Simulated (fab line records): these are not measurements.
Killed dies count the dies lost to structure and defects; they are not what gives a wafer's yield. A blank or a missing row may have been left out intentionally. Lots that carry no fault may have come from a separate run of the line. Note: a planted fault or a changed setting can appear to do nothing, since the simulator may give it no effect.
The tool behind it: which one? / flow sky130 / 13 lots with 39 wafers sampled at 3 steps, on a route of 708 steps

## WHAT THE GAUGES READ, wafer by wafer
SKY_VIA1_THK_MEAS_01.
lot=L552; measured=day 32 10:46; on=film-metro-01; VIA1_HDPCVD_THK (nm)=1027 1016 1028
lot=L555; measured=day 33 10:01; on=film-metro-01; VIA1_HDPCVD_THK (nm)=1016 1029 1005
lot=L556; measured=day 33 21:56; on=film-metro-02; VIA1_HDPCVD_THK (nm)=1018 1025 1010
lot=L557; measured=day 34 17:45; on=film-metro-01; VIA1_HDPCVD_THK (nm)=1030 1028 1033
lot=L558; measured=day 35 00:07; on=film-metro-02; VIA1_HDPCVD_THK (nm)=1020 1022 1019
lot=L560; measured=day 35 18:28; on=film-metro-03; VIA1_HDPCVD_THK (nm)=1001 1016 1006
lot=L561; measured=day 35 23:17; on=film-metro-03; VIA1_HDPCVD_THK (nm)=1012 1021 1020
lot=L564; measured=day 37 10:22; on=film-metro-01; VIA1_HDPCVD_THK (nm)=1036 1028 1035
lot=L565; measured=day 37 10:11; on=film-metro-02; VIA1_HDPCVD_THK (nm)=1032 1025 1037
lot=L571; measured=day 38 19:08; on=film-metro-02; VIA1_HDPCVD_THK (nm)=1044 1042 1028
lot=L573; measured=day 39 08:33; on=film-metro-01; VIA1_HDPCVD_THK (nm)=1005 1019 1007
lot=L574; measured=day 39 12:01; on=film-metro-03; VIA1_HDPCVD_THK (nm)=1020 1020 1026

## WHICH TOOL RAN EACH LOT (tool, then ch and the chambers of the sampled wafers, then the start)
lot=L552; SKY_GATE_OXIDE_STRIP_13=plasma-asher-01 ch 0, day 13 12:43; SKY_CONTACT_ETCH_17=rie-diel-03 ch 0,1,2, day 31 05:04
lot=L555; SKY_GATE_OXIDE_STRIP_13=plasma-asher-02 ch 0,1, day 14 11:01; SKY_CONTACT_ETCH_17=rie-diel-02 ch 0,1, day 32 04:59
lot=L556; SKY_GATE_OXIDE_STRIP_13=plasma-asher-01 ch 0,1, day 15 02:29; SKY_CONTACT_ETCH_17=rie-diel-04 ch 0,2,3, day 32 16:47
lot=L557; SKY_GATE_OXIDE_STRIP_13=plasma-asher-01 ch 0,1, day 15 21:40; SKY_CONTACT_ETCH_17=rie-diel-02 ch 0,1,2, day 33 12:37
lot=L558; SKY_GATE_OXIDE_STRIP_13=plasma-asher-02 ch 0,1, day 16 08:28; SKY_CONTACT_ETCH_17=rie-diel-02 ch 0,1,2, day 33 19:14
lot=L560; SKY_GATE_OXIDE_STRIP_13=plasma-asher-03 ch 0,1, day 17 02:58; SKY_CONTACT_ETCH_17=rie-diel-04 ch 1,2,3, day 34 14:10
lot=L561; SKY_GATE_OXIDE_STRIP_13=plasma-asher-03 ch 0,1, day 17 07:40; SKY_CONTACT_ETCH_17=rie-diel-04 ch 1,3, day 34 17:58
lot=L564; SKY_GATE_OXIDE_STRIP_13=plasma-asher-01 ch 0,1, day 18 20:12; SKY_CONTACT_ETCH_17=rie-diel-04 ch 1,2, day 36 06:17
lot=L565; SKY_GATE_OXIDE_STRIP_13=plasma-asher-01 ch 0,1, day 18 23:31; SKY_CONTACT_ETCH_17=rie-diel-02 ch 0,1,3, day 36 06:04
lot=L566; SKY_GATE_OXIDE_STRIP_13=plasma-asher-01 ch 0,1, day 19 08:05; SKY_CONTACT_ETCH_17=-
lot=L571; SKY_GATE_OXIDE_STRIP_13=plasma-asher-03 ch 0,1, day 20 14:58; SKY_CONTACT_ETCH_17=rie-diel-02 ch 2,3, day 37 14:25
lot=L573; SKY_GATE_OXIDE_STRIP_13=plasma-asher-02 ch 0,1, day 21 08:16; SKY_CONTACT_ETCH_17=rie-diel-02 ch 1,2,3, day 38 04:18
lot=L574; SKY_GATE_OXIDE_STRIP_13=plasma-asher-02 ch 0,1, day 21 11:42; SKY_CONTACT_ETCH_17=rie-diel-02 ch 0,2,3, day 38 07:42
- SKY_GATE_OXIDE_STRIP_13: strips in O2/N2.
- SKY_CONTACT_ETCH_17: etches SiO2 in C4F8/O2/Ar, stops on Si3N4, target depth 340 nm.

## AS READ BY THE TOOLS THEMSELVES (means over the sampled wafers that have a number; for cases with no such wafer, the mark the record gives instead)
SKY_GATE_OXIDE_STRIP_13.
lot=L552; tool=plasma-asher-01; drypump-motor-current-A (A)=6.15; oes-product-au (a.u.)=0.719; strip-time-to-endpoint-s (s)=14.21
lot=L555; tool=plasma-asher-02; drypump-motor-current-A (A)=5.68; oes-product-au (a.u.)=0.713; strip-time-to-endpoint-s (s)=14.19
lot=L556; tool=plasma-asher-01; drypump-motor-current-A (A)=6.12; oes-product-au (a.u.)=0.714; strip-time-to-endpoint-s (s)=14.13
lot=L557; tool=plasma-asher-01; drypump-motor-current-A (A)=6.13; oes-product-au (a.u.)=0.718; strip-time-to-endpoint-s (s)=14.15
lot=L558; tool=plasma-asher-02; drypump-motor-current-A (A)=5.69; oes-product-au (a.u.)=0.715; strip-time-to-endpoint-s (s)=14.23
lot=L560; tool=plasma-asher-03; drypump-motor-current-A (A)=6.01; oes-product-au (a.u.)=0.721; strip-time-to-endpoint-s (s)=14.18
lot=L561; tool=plasma-asher-03; drypump-motor-current-A (A)=6.02; oes-product-au (a.u.)=0.713; strip-time-to-endpoint-s (s)=14.22
lot=L564; tool=plasma-asher-01; drypump-motor-current-A (A)=6.11; oes-product-au (a.u.)=0.720; strip-time-to-endpoint-s (s)=14.20
lot=L565; tool=plasma-asher-01; drypump-motor-current-A (A)=6.12; oes-product-au (a.u.)=0.715; strip-time-to-endpoint-s (s)=14.19
lot=L566; tool=plasma-asher-01; drypump-motor-current-A (A)=6.13; oes-product-au (a.u.)=0.938; strip-time-to-endpoint-s (s)=-
lot=L571; tool=plasma-asher-03; drypump-motor-current-A (A)=6.24; oes-product-au (a.u.)=0.711; strip-time-to-endpoint-s (s)=14.13
lot=L573; tool=plasma-asher-02; drypump-motor-current-A (A)=5.78; oes-product-au (a.u.)=0.718; strip-time-to-endpoint-s (s)=14.21
lot=L574; tool=plasma-asher-02; drypump-motor-current-A (A)=5.67; oes-product-au (a.u.)=0.714; strip-time-to-endpoint-s (s)=14.11

SKY_CONTACT_ETCH_17.
lot=L552; tool=rie-diel-03; oes-product-au (a.u.)=0.893
lot=L555; tool=rie-diel-02; oes-product-au (a.u.)=0.887
lot=L556; tool=rie-diel-04; oes-product-au (a.u.)=0.891
lot=L557; tool=rie-diel-02; oes-product-au (a.u.)=0.894
lot=L558; tool=rie-diel-02; oes-product-au (a.u.)=0.895
lot=L560; tool=rie-diel-04; oes-product-au (a.u.)=0.891
lot=L561; tool=rie-diel-04; oes-product-au (a.u.)=0.891
lot=L564; tool=rie-diel-04; oes-product-au (a.u.)=0.892
lot=L565; tool=rie-diel-02; oes-product-au (a.u.)=0.895
lot=L571; tool=rie-diel-02; oes-product-au (a.u.)=0.892
lot=L573; tool=rie-diel-02; oes-product-au (a.u.)=0.890
lot=L574; tool=rie-diel-02; oes-product-au (a.u.)=0.887

## THE ANSWER, worked out from the rows above alone
Rule: the lots themselves supply what counts as usual. Put in order of their means at a reading, lots are off if they are a third of the lots or fewer, leave a main group of 4 or more, and stand apart from it by a gap of 3 or more times the standard deviation of the main group's means; of several such gaps the widest counts. A main group whose means are all the same, to the digits that the tables above print for the reading, isn't used. A lot without any number at a reading at which 4 lots or more have one is off too. All remaining lots with rows at the step are treated as sound. The gauges are gone through in route order, then the tools' own readings, and for those a lot's mean is taken as printed above. The first step at which some lot is off is used, and at that step the reading that is off furthest; a lot without a number counts as furthest.
Off: L566 (SKY_GATE_OXIDE_STRIP_13, strip-time-to-endpoint-s). Without a number there: L566. The main group: mean 14.18 s, standard deviation 0.038.
A tool fits if, at that step or a process step before it, it ran every lot that is off, and no sound lot after the first of them. One fits: plasma-asher-01 at SKY_GATE_OXIDE_STRIP_13. Its last sound lot is L565 (day 18 23:31), its first lot that is off L566 (day 19 08:05): a fault that began between those two fits.
The tool's own readings at SKY_GATE_OXIDE_STRIP_13 bear it out: on the lots that are off they differ by more than 5 times the standard deviation of the sound lots' means. oes-product-au reads 0.938 a.u. there against 0.716 a.u. on the sound lots.
Blank at SKY_GATE_OXIDE_STRIP_13 on the lots that are off, where sound lots have numbers: strip-time-to-endpoint-s.

## WHAT THE SIMULATOR HAD INSERTED
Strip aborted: plasma-asher-01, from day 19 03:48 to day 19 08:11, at SKY_GATE_OXIDE_STRIP_13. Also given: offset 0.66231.
Lots struck among those shown: L566. This agrees with what the rule above found.
